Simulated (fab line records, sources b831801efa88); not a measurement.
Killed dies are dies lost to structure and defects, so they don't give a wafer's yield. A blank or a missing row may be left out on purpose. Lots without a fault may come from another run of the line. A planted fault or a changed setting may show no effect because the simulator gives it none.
A struck lot beside a sound one | flow sky130 | 43 steps out of a route of 708
Sound: wafers L551.3, L551.4, L551.6. Struck: wafer L542.5. (L542.2, L542.3 of the same lot were not struck and are left out.) The cause comes at the end.
At each step with rows: each side's tool, then ch and its chambers, then its first start. Under that, the readings that differ: sound wafers | struck wafers | difference of the means | sigmas: that difference in standard deviations of wafers without a fault.
alike: readings whose means differ by less than 2 such deviations, and words and numbers that are the same on both sides. not compared: withheld readings, readings that some wafer has no value for, bounds like >300 that may hide the same value, and numbers for which the record gives no deviation and whose values overlap.
The two part at a step that has a row with sigmas, a row that says differs or no value, or rows on one side only. Numbers that don't overlap but have no deviation are shown without sigmas and don't part them. A reading that every wafer of one side lacks parts them only if that side has two wafers or more.

SKY_LDD_HVN_OVL_MEAS_07:
  sound on overlay-02, day 26 13:12; struck on overlay-01, day 23 06:20
  alike: LDD_HVN_OVL
then, 1 step without rows for these wafers: SKY_LDD_HVN_IMPLANT_08.
SKY_LDD_HVN_STRIP_09: strips in O2/N2.
  sound on plasma_asher-03 ch 0,1, day 26 13:24; struck on plasma_asher-03 ch 0, day 23 06:31
  alike: drypump_motor_current_A, oes_product_au, strip_time_to_endpoint_s
  not compared: rf_hours_counter_h
SKY_LDD_HVN_TW_MEAS_10:
  sound on film_metro-04, day 26 13:29; struck on film_metro-04, day 23 06:38
  alike: LDD_HVN_TW
then, 7 steps without rows for these wafers: SKY_LDD_HVP_DEHYDRATE_00 (time 60 s); SKY_LDD_HVP_HMDS_01 (prime time 60 s); SKY_LDD_HVP_COAT_02 (resist thk 300 nm); SKY_LDD_HVP_SOFTBAKE_03 (time 60 s); SKY_LDD_HVP_EXPOSE_04 (exposes mask HVPTM, target cd 700 nm); SKY_LDD_HVP_PEB_05; SKY_LDD_HVP_DEVELOP_06 (develop time 60 s).
SKY_LDD_HVP_OVL_MEAS_07:
  sound on overlay-01, day 27 19:08; struck on overlay-01, day 24 11:23
  alike: LDD_HVP_OVL
SKY_LDD_HVP_IMPLANT_08:
  sound on implanter-04 ch 0, day 27 19:13; struck on implanter-01 ch 0, day 24 11:27
  alike: end_station_pressure_torr
SKY_LDD_HVP_STRIP_09: strips in O2/N2.
  sound on plasma_asher-03 ch 0,1, day 27 19:21; struck on plasma_asher-04 ch 0, day 24 11:34
  reading                     | sound       | struck | difference | sigmas
  drypump_motor_current_A (A) | 6.5 5.9 6.5 | 5.2    | -1.1       | -2
  alike: oes_product_au, strip_time_to_endpoint_s
  not compared: rf_hours_counter_h
SKY_LDD_HVP_TW_MEAS_10:
  sound on film_metro-04, day 27 19:26; struck on film_metro-04, day 24 11:41
  alike: LDD_HVP_TW
then, 7 steps without rows for these wafers: SKY_LDD_LDN_DEHYDRATE_00 (time 60 s); SKY_LDD_LDN_HMDS_01 (prime time 60 s); SKY_LDD_LDN_COAT_02 (resist thk 1140 nm); SKY_LDD_LDN_SOFTBAKE_03 (time 60 s); SKY_LDD_LDN_EXPOSE_04 (exposes mask LDNTM, target cd 700 nm); SKY_LDD_LDN_PEB_05; SKY_LDD_LDN_DEVELOP_06 (develop time 60 s).
SKY_LDD_LDN_OVL_MEAS_07:
  sound on overlay-01, day 28 23:18; struck on overlay-02, day 25 16:41
  alike: LDD_LDN_OVL
then, 4 steps without rows for these wafers: SKY_LDD_LDN_IMPLANT_08; SKY_LDD_LDN_IMPLANT_09; SKY_LDD_LDN_IMPLANT_10; SKY_LDD_LDN_IMPLANT_11.
SKY_LDD_LDN_STRIP_12: strips in O2/N2.
  sound on plasma_asher-04 ch 0,1, day 28 23:58; struck on plasma_asher-02 ch 1, day 25 17:19
  alike: drypump_motor_current_A, oes_product_au, strip_time_to_endpoint_s
  not compared: rf_hours_counter_h
SKY_LDD_LDN_TW_MEAS_13:
  sound on film_metro-02, day 29 00:02; struck on film_metro-01, day 25 17:26
  reading    | sound          | struck | difference | sigmas
  LDD_LDN_TW | 1461 1461 1462 | 1505   | +44        | +3
then, 2 steps without rows for these wafers: SKY_LDD_LDN_CLEAN_14 (cleans in SC1/SC2, time 150 s); SKY_SPACER_CVD_00 (deposits Si3N4 from DCS/NH3, target thk 43.1 nm, time 740 s).
SKY_SPACER_THK_MEAS_01:
  sound on film_metro-02, day 29 02:49; struck on film_metro-03, day 25 19:51
  alike: SPACER_CVD_00_THK
SKY_SPACER_ETCHBACK_02: etches Si3N4 in CH3F/O2, stops on SiO2, time 46.7 s, target depth 45 nm.
  sound on rie_diel-03 ch 0,2,3, day 29 02:51; struck on rie_diel-03 ch 3, day 25 19:54
  alike: ch3f_flow_sccm, drypump_motor_current_A, oes_product_au, throttle_valve_pct
  not compared: rf_hours_counter_h
then, 8 steps without rows for these wafers: SKY_POLY_CUT_DEHYDRATE_00 (time 60 s); SKY_POLY_CUT_HMDS_01 (prime time 60 s); SKY_POLY_CUT_COAT_02 (resist thk 60 nm); SKY_POLY_CUT_COAT_03 (resist thk 450 nm); SKY_POLY_CUT_SOFTBAKE_04 (time 90 s); SKY_POLY_CUT_EXPOSE_05 (exposes mask NPCM, target cd 270 nm); SKY_POLY_CUT_PEB_06; SKY_POLY_CUT_DEVELOP_07 (develop time 60 s).
SKY_POLY_CUT_CD_MEAS_08: target cd 270 nm.
  sound on cd_sem-01, day 30 06:56; struck on cd_sem-01, day 27 01:19
  alike: cd_nm
-- the record jumps here: 21 days lie between the struck wafers' starts before and after (it left off in module POLY_CUT and takes up again in module PAD_OPEN, whose first step shown is number 708 of the route) --
SKY_PAD_OPEN_PROBE_99:
  sound on prober-02, day 49 22:17; struck on prober-01, day 47 20:28
  reading                              | sound             | struck | difference | sigmas
  model.etest.tip_p_5v.rs_ohm_sq_range | 83.43 71.21 122.1 | 194.1  | +101.9     |
  alike: killed_at_M0_to_M3, killed_at_M4_up, killed_at_contacts, killed_at_front_end, killed_at_other, killed_dies, killed_open, killed_short

WHERE THEY PART
First at SKY_LDD_HVP_STRIP_09; last, within this record, at SKY_LDD_LDN_TW_MEAS_13. Later steps at which nothing parts them and some readings are alike: SKY_SPACER_THK_MEAS_01, SKY_SPACER_ETCHBACK_02, SKY_POLY_CUT_CD_MEAS_08, SKY_PAD_OPEN_PROBE_99.

WHY: what the simulator had put in
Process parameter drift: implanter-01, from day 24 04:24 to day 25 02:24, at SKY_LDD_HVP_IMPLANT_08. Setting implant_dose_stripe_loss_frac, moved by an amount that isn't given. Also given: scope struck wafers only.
